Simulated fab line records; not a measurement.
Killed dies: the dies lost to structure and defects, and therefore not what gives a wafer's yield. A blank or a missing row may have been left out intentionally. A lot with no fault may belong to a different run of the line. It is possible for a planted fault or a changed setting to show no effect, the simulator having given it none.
fab line records | flow gf180mcu
record: lots: 15 | wafers: 45 | lastDay: 34
route steps=602 shown M1@326 V2@397 M3@409
lots untouched by any fault: they come from a run of this same line in which no faults occurred
startH: start of the lot's first displayed wafer, in hours after the record's first day | waitH: hours elapsed since this lot's preceding step | " repeats the value in the row above | L1.1+2: one row covering several wafers at once | - either no value or no given start | * or withheld: withheld | < > ~ a bound
route shown NAME@n: NAME is a module with steps in the file, n the number in the route of the first one | usual: the fault-free wafers' mean and standard deviation | same: alike in all rows | chamber/n: place in a boat | sites: per-site readings | _std_site: the standard deviation of these | _edge_site: the outer-site mean with the inner-site mean subtracted | radiusMm: for every site, how far away it sits from the centre of the wafer | mask NAME#n: copy n | behind: the most recent tool/chamber to have shaped the wafer | hold: cause of the lot's hold/its duration in hours/its outcome | device: names the non-switching transistor (n, p or np) | end of line: at the end of the route, the tests of the same wafers | step lacking rows: just its recipe | killed: dies that structure and defects cost at the first sort, which is not the same as the wafer's yield | map: shows each die of a wafer: x if killed, . if not, _ if none is there
set.NAME: setting as actually run; set.NAME@STEP: the setting as run at that earlier step | model.NAME: the simulator's own value behind a step, which no gauge read
steps of the route over a sample of lots; a table a step, a row a wafer
services: a tool's chamber out of use, with start hour (startH, from the record's first day; less than 0 if before it), hours out, and reason
== steps ==
step: GF_M1_EXPOSE_11
recipe: maskId: Metal1 | targetCdNm: 230 | na: 0.68 | sourceShape: conventional | sigmaOuter: 0.6 | doseMj: 28
usual: exposureDoseMJCm2: 28.003/0.028 | focusOffsetNm: 0.0/0.52 | reticleTempC: 22.98/0.1
lot.wafer | tool          | chamber | startH | waitH | mask     | exposureDoseMJCm2 | focusOffsetNm | reticleTempC
L600.2    | krfScanner-01 | 0       | 389.65 | -     | Metal1#0 | 27.988            | -0.7          | 23.21
L600.3    | "             | 0       | "      | "     | Metal1#0 | 27.998            | -0.2          | 22.97
L600.4    | "             | 0       | "      | "     | Metal1#0 | 27.996            | 0.0           | 23.17
L602.2    | krfScanner-02 | 0       | 413.24 | -     | Metal1#0 | 28.027            | -0.8          | 22.95
L602.3    | "             | 0       | "      | "     | Metal1#0 | 28.052            | 0.6           | 22.94
L602.5    | "             | 0       | "      | "     | Metal1#0 | 28.021            | -0.6          | 23.02
L603.1    | krfScanner-02 | 0       | 418.28 | -     | Metal1#0 | 28.036            | 0.8           | 23.07
L603.4    | "             | 0       | "      | "     | Metal1#0 | 28.006            | 0.2           | 22.94
L603.6    | "             | 0       | "      | "     | Metal1#0 | 28.012            | 0.3           | 22.86
L604.2    | krfScanner-01 | 0       | 441.20 | -     | Metal1#0 | 28.001            | -0.2          | 22.80
L604.4    | "             | 0       | "      | "     | Metal1#0 | 27.996            | 1.0           | 22.87
L604.5    | "             | 0       | "      | "     | Metal1#0 | 27.979            | 0.4           | 22.80
L605.3    | krfScanner-01 | 0       | 444.76 | -     | Metal1#0 | 27.995            | 0.1           | 23.05
L605.5    | "             | 0       | "      | "     | Metal1#0 | 27.999            | 0.3           | 23.12
L605.6    | "             | 0       | "      | "     | Metal1#0 | 27.950            | 0.4           | 23.00
L607.1    | krfScanner-01 | 0       | 456.43 | -     | Metal1#0 | 27.991            | -0.4          | 23.08
L607.3    | "             | 0       | "      | "     | Metal1#0 | 28.034            | 0.1           | 22.97
L607.5    | "             | 0       | "      | "     | Metal1#0 | 28.071            | -0.4          | 23.12
L608.2    | krfScanner-01 | 0       | 473.80 | -     | Metal1#0 | 27.981            | -0.2          | 22.91
L608.4    | "             | 0       | "      | "     | Metal1#0 | 27.998            | -0.1          | 22.98
L608.5    | "             | 0       | "      | "     | Metal1#0 | 27.977            | 0.4           | 22.79
L611.2    | krfScanner-01 | 0       | 488.10 | -     | Metal1#0 | 28.062            | -0.6          | 22.98
L611.3    | "             | 0       | "      | "     | Metal1#0 | 27.992            | 0.2           | 23.03
L611.6    | "             | 0       | "      | "     | Metal1#0 | 28.019            | -1.1          | 23.05
L612.2    | krfScanner-01 | 0       | 491.74 | -     | Metal1#0 | 28.059            | 0.1           | 22.75
L612.3    | "             | 0       | "      | "     | Metal1#0 | 28.027            | 0.2           | 22.89
L612.4    | "             | 0       | "      | "     | Metal1#0 | 28.013            | 0.6           | 22.92
L613.4    | krfScanner-01 | -       | 507.24 | -     | Metal1#0 | -                 | -             | -
L613.5    | "             | -       | "      | "     | Metal1#0 | -                 | -             | -
L613.6    | "             | -       | "      | "     | Metal1#0 | -                 | -             | -
L614.3    | krfScanner-01 | -       | 514.45 | -     | Metal1#0 | -                 | -             | -
L614.4    | "             | -       | "      | "     | Metal1#0 | -                 | -             | -
L614.5    | "             | -       | "      | "     | Metal1#0 | -                 | -             | -
L615.1    | krfScanner-02 | -       | 523.29 | -     | Metal1#0 | -                 | -             | -
L615.2    | "             | -       | "      | "     | Metal1#0 | -                 | -             | -
L615.6    | "             | -       | "      | "     | Metal1#0 | -                 | -             | -
L616.2    | krfScanner-01 | 0       | 528.22 | -     | Metal1#0 | 27.984            | 0.4           | 23.14
L616.4    | "             | 0       | "      | "     | Metal1#0 | 27.985            | 0.7           | 23.04
L616.5    | "             | 0       | "      | "     | Metal1#0 | 27.980            | 0.3           | 23.11
L618.4    | krfScanner-02 | 0       | 548.89 | -     | Metal1#0 | 27.972            | -0.4          | 22.89
L618.5    | "             | 0       | "      | "     | Metal1#0 | 27.995            | -1.2          | 22.93
L618.6    | "             | 0       | "      | "     | Metal1#0 | 27.967            | -1.4          | 22.91
L622.2    | krfScanner-02 | 0       | 573.98 | -     | Metal1#0 | 28.045            | -0.6          | 22.94
L622.3    | "             | 0       | "      | "     | Metal1#0 | 27.998            | -0.6          | 22.94
L622.4    | "             | 0       | "      | "     | Metal1#0 | 28.025            | -0.6          | 22.93
step: GF_V2_OVL_MEAS_15
usual: V2_OVL: 0/5.6
lot.wafer | tool       | chamber | startH | waitH | V2_OVL[nm]
L600.2    | overlay-01 | -       | 478.64 | 0.1   | -4
L600.3    | "          | -       | "      | "     | 5
L600.4    | "          | -       | "      | "     | 3
L602.2    | overlay-01 | -       | 502.19 | 0.1   | -2
L602.3    | "          | -       | "      | "     | 2
L602.5    | "          | -       | "      | "     | 2
L603.1    | overlay-02 | -       | 507.23 | 0.1   | -13
L603.4    | "          | -       | "      | "     | -4
L603.6    | "          | -       | "      | "     | -3
L604.2    | overlay-01 | -       | 529.90 | 0.1   | -7
L604.4    | "          | -       | "      | "     | 2
L604.5    | "          | -       | "      | "     | -3
L605.3    | overlay-02 | -       | 534.14 | 0.1   | -1
L605.5    | "          | -       | "      | "     | 6
L605.6    | "          | -       | "      | "     | -3
L607.1    | overlay-02 | -       | 543.85 | 0.1   | -1
L607.3    | "          | -       | "      | "     | -4
L607.5    | "          | -       | "      | "     | -3
L608.2    | overlay-02 | -       | 559.24 | 0.1   | 2
L608.4    | "          | -       | "      | "     | -6
L608.5    | "          | -       | "      | "     | 5
L611.2    | overlay-02 | -       | 573.23 | 0.1   | 0
L611.3    | "          | -       | "      | "     | -1
L611.6    | "          | -       | "      | "     | 2
L612.2    | overlay-02 | -       | 574.89 | 0.1   | 0
L612.3    | "          | -       | "      | "     | 5
L612.4    | "          | -       | "      | "     | 0
L616.2    | overlay-02 | -       | 610.93 | 0.1   | 3
L616.4    | "          | -       | "      | "     | 7
L616.5    | "          | -       | "      | "     | -3
L618.4    | overlay-01 | -       | 629.32 | 0.1   | -11
L618.5    | "          | -       | "      | "     | -6
L618.6    | "          | -       | "      | "     | -7
L622.2    | overlay-01 | -       | 651.52 | 0.1   | 2
L622.3    | "          | -       | "      | "     | -1
L622.4    | "          | -       | "      | "     | -3
step: GF_V2_SPUTTER_21
recipe: material: Ti | targetThkNm: 15 | chamberPressurePa: 5 | powerW: 2500 | substrateTempC: 200 | timeS: 80.02
usual: throttleValvePct: 30.5/1.7
lot.wafer | tool          | chamber | startH | waitH | throttleValvePct
L600.2    | pvdSputter-04 | -       | 479.34 | 0.0   | 30.4
L600.3    | "             | -       | "      | "     | 29.3
L600.4    | "             | -       | "      | "     | 31.2
L602.2    | pvdSputter-03 | -       | 502.89 | 0.0   | 30.3
L602.3    | "             | -       | "      | "     | 31.3
L602.5    | "             | -       | "      | "     | 30.5
L603.1    | pvdSputter-02 | -       | 507.94 | 0.0   | 28.5
L603.4    | "             | -       | "      | "     | 28.8
L603.6    | "             | -       | "      | "     | 30.5
L604.2    | pvdSputter-02 | -       | 530.60 | 0.0   | 30.9
L604.4    | "             | -       | "      | "     | 28.1
L604.5    | "             | -       | "      | "     | 33.8
L605.3    | pvdSputter-03 | -       | 534.83 | 0.0   | 30.4
L605.5    | "             | -       | "      | "     | 30.3
L605.6    | "             | -       | "      | "     | 30.3
L607.1    | pvdSputter-02 | -       | 544.55 | 0.0   | 33.6
L607.3    | "             | -       | "      | "     | 28.8
L607.5    | "             | -       | "      | "     | 33.6
L608.2    | pvdSputter-02 | -       | 559.94 | 0.0   | 28.7
L608.4    | "             | -       | "      | "     | 33.7
L608.5    | "             | -       | "      | "     | 29.0
L611.2    | pvdSputter-03 | -       | 573.93 | 0.0   | 32.3
L611.3    | "             | -       | "      | "     | 30.3
L611.6    | "             | -       | "      | "     | 32.6
L612.2    | pvdSputter-03 | -       | 575.62 | 0.0   | 32.6
L612.3    | "             | -       | "      | "     | 30.5
L612.4    | "             | -       | "      | "     | 31.4
L616.2    | pvdSputter-02 | -       | 611.63 | 0.0   | 30.2
L616.4    | "             | -       | "      | "     | 28.2
L616.5    | "             | -       | "      | "     | 30.7
L618.4    | pvdSputter-02 | -       | 630.00 | 0.0   | 33.6
L618.5    | "             | -       | "      | "     | 33.4
L618.6    | "             | -       | "      | "     | 28.6
L622.2    | pvdSputter-02 | -       | 652.27 | 0.0   | 33.4
L622.3    | "             | -       | "      | "     | 30.6
L622.4    | "             | -       | "      | "     | 33.9
step: GF_M3_SPUTTER_00
recipe: material: Ti | targetThkNm: 37.5 | arrivingIonEnergyEv: 80 | substrateTempC: 200 | chamberPressurePa: 2 | powerW: 4000 | timeS: 150
usual: throttleValvePct: 30.2/1.1
lot.wafer | tool          | chamber | startH | waitH | throttleValvePct
L600.2    | pvdSputter-04 | -       | 480.03 | 0.2   | 29.5
L600.3    | "             | -       | "      | "     | 31.6
L600.4    | "             | -       | "      | "     | 29.1
L602.2    | pvdSputter-04 | -       | 503.58 | 0.1   | 29.7
L602.3    | "             | -       | "      | "     | 29.1
L602.5    | "             | -       | "      | "     | 29.3
L603.1    | pvdSputter-01 | -       | 508.63 | 0.2   | 29.6
L603.4    | "             | -       | "      | "     | 28.5
L603.6    | "             | -       | "      | "     | 31.7
L604.2    | pvdSputter-04 | -       | 531.29 | 0.1   | 29.0
L604.4    | "             | -       | "      | "     | 31.4
L604.5    | "             | -       | "      | "     | 29.1
L605.3    | pvdSputter-04 | -       | 535.53 | 0.2   | 30.1
L605.5    | "             | -       | "      | "     | 31.6
L605.6    | "             | -       | "      | "     | 29.1
L607.1    | pvdSputter-03 | -       | 545.24 | 0.2   | 32.4
L607.3    | "             | -       | "      | "     | 30.3
L607.5    | "             | -       | "      | "     | 30.1
L608.2    | pvdSputter-04 | -       | 560.63 | 0.2   | 30.4
L608.4    | "             | -       | "      | "     | 30.1
L608.5    | "             | -       | "      | "     | 28.8
L611.2    | pvdSputter-01 | -       | 574.77 | 0.2   | 28.6
L611.3    | "             | -       | "      | "     | 28.9
L611.6    | "             | -       | "      | "     | 31.8
L612.2    | pvdSputter-04 | -       | 576.31 | 0.1   | 30.2
L612.3    | "             | -       | "      | "     | 31.3
L612.4    | "             | -       | "      | "     | 29.5
L616.2    | pvdSputter-03 | -       | 612.33 | 0.2   | 31.1
L616.4    | "             | -       | "      | "     | 30.2
L616.5    | "             | -       | "      | "     | 29.8
L618.4    | pvdSputter-01 | -       | 630.83 | 0.1   | 31.8
L618.5    | "             | -       | "      | "     | 28.6
L618.6    | "             | -       | "      | "     | 28.7
L622.2    | pvdSputter-03 | -       | 652.96 | 0.2   | 31.5
L622.3    | "             | -       | "      | "     | 32.4
L622.4    | "             | -       | "      | "     | 30.4
== services ==
tool          | chamber | startH | hours | kind
krfScanner-01 | -       | 372.38 | 1.0   | pm
pvdSputter-02 | -       | 383.22 | 9.4   | repair
krfScanner-01 | -       | 390.26 | 3.2   | repair
krfScanner-01 | -       | 396.84 | 1.0   | repair
krfScanner-02 | -       | 399.68 | 0.8   | pm
krfScanner-02 | -       | 401.63 | 4.0   | pm
krfScanner-01 | -       | 411.71 | 4.4   | pm
krfScanner-02 | -       | 428.89 | 9.0   | repair
krfScanner-02 | -       | 437.03 | 1.4   | repair
krfScanner-01 | -       | 437.64 | 3.4   | repair
krfScanner-02 | -       | 441.01 | 1.0   | pm
krfScanner-02 | -       | 443.44 | 2.7   | repair
krfScanner-02 | -       | 468.40 | 3.4   | repair
krfScanner-01 | -       | 483.14 | 0.8   | pm
krfScanner-01 | -       | 494.80 | 1.3   | pm
krfScanner-02 | -       | 515.61 | 1.3   | pm
pvdSputter-02 | -       | 531.99 | 2.6   | repair
krfScanner-01 | -       | 541.41 | 1.0   | pm
krfScanner-01 | -       | 562.26 | 7.4   | repair
pvdSputter-02 | -       | 569.38 | 0.7   | repair
krfScanner-01 | -       | 608.59 | 13.2  | repair
pvdSputter-03 | -       | 629.24 | 4.1   | repair
krfScanner-01 | -       | 645.37 | 0.4   | repair
krfScanner-01 | -       | 651.94 | 0.8   | pm
== key ==
firstSign: step: GF_M1_EXPOSE_11 | reading: toolRecord | direction: missing
effect none on later readings
metAt GF_M1_EXPOSE_11
struckLots L613,L614,L615
laterRowsLeftOut L613.4,L613.5,L613.6,L614.3,L614.4,L614.5,L615.1,L615.2,L615.6
sortLeftOut L613.4,L613.5,L613.6,L614.3,L614.4,L614.5,L615.1,L615.2,L615.6
notActingAt GF_V2_OVL_MEAS_15,GF_V2_SPUTTER_21,GF_M3_SPUTTER_00
onsetBetween 491.74 507.24
fault: kind: skippedStepWhole | tool: krfScanner-01,krfScanner-02 | chamber: - | onsetH: 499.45 | steps: GF_M1_EXPOSE_11 | scope: struckLotsOnly
sortLeftOut: the simulated sort isn't trusted on such a fault, so these wafers' sort isn't shown, and their yield isn't known
laterRowsLeftOut: the simulator's readings of these wafers behind a module that went badly wrong aren't trusted and aren't shown, but for the sort
